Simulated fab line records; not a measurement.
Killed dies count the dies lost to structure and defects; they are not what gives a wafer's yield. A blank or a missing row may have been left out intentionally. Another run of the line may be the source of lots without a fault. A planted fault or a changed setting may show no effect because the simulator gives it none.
The same fault as seen by 2 desks :: flow gf180mcu :: numbers are kept per desk, each desk with only its own; the story behind them comes last

## THE TOOL OWNER'S DESK: litho track-02
The tool's own readings at GF_M5_PEB_05 (peb time 90 s): means of the sampled wafers that have a number, for each lot that ran on this tool. Any lot whose mean is over 4 standard deviations away from the usual mean is out of limits and marked OUT; that distance is given in the brackets.
Columns: A = exhaust pa at GF_M5_PEB_05, usual 45.1 Pa; B = heater power total W at GF_M5_PEB_05, usual 85.70 W; C = plate temp C at GF_M5_PEB_05, usual 135.01 C
lot: L423
first seen here: day 27 20:27
A: 45.2
B: 85.64
C: 135.06

lot: L427
first seen here: day 29 00:56
A: 43.8
B: 101.68 (+99 or more) OUT
C: 154.02 (+99 or more) OUT

lot: L428
first seen here: day 29 08:01
A: 43.9
B: 101.55 (+99 or more) OUT
C: 154.17 (+99 or more) OUT

lot: L437
first seen here: day 32 04:38
A: 45.5
B: 85.72
C: 135.15

lot: L438
first seen here: day 32 08:41
A: 45.4
B: 85.67
C: 135.04
This desk's verdict: out of limits on L427, L428, starting with L427 at day 29 00:56 (heater power total W at GF_M5_PEB_05). L423, L437, L438: within limits.

## AT THE METROLOGY DESK
Lot by lot, what the gauges showed, no matter which tool ran the lot: averages of those sampled wafers that carry a number. Any lot whose mean is over 4 standard deviations away from the usual mean is out of limits and marked OUT; that distance is given in the brackets.
Columns: A = MIM_ALCU_RS at GF_MIM_RS_MEAS_10, usual 0.1590 ohm/sq; B = cd nm at GF_M5_CD_MEAS_07, usual 280.0 nm
lot: L418
first seen here: day 24 12:30
A: 0.1590
B: 280.4

lot: L419
first seen here: day 24 18:20
A: 0.1588
B: 280.6

lot: L423
first seen here: day 26 02:19
A: 0.1612
B: 279.4

lot: L427
first seen here: day 27 08:58
A: 0.1581
B: 256.7 (-19) OUT

lot: L428
first seen here: day 27 16:47
A: 0.1592
B: 256.8 (-19) OUT

lot: L430
first seen here: day 28 08:18
A: 0.1612
B: 279.4

lot: L431
first seen here: day 28 12:02
A: 0.1592
B: 278.3

lot: L434
first seen here: day 29 17:32
A: 0.1578
B: 283.0

lot: L436
first seen here: day 30 12:08
A: 0.1584
B: 280.0

lot: L437
first seen here: day 30 19:11
A: 0.1575
B: 280.9

lot: L438
first seen here: day 30 22:04
A: 0.1593
B: 279.6

lot: L440
first seen here: day 31 07:06
A: 0.1566
B: 278.7
This desk's verdict: out of limits on L427, L428, starting with L427 at day 29 01:17 (cd nm at GF_M5_CD_MEAS_07). L418, L419, L423, L430, L431, L434, L436, L437, L438, L440: within limits.

## BROUGHT TOGETHER
The tool owner's desk had the chance to raise an alarm at day 29 00:56 on L427, L428.
Metrology desk: alarm possible at day 29 01:17 on L427, L428.
On litho track-02, each named lot ran GF_M5_PEB_05.

## WHAT THE SIMULATOR PUT IN
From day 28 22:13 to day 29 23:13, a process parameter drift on litho track-02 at GF_M5_PEB_05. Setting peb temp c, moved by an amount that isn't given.
Lots struck among those shown: L427, L428.
Counting hours from when the fault started, the first reading out of limits came at 3 for the tool owner's desk and at 3 for the metrology desk.
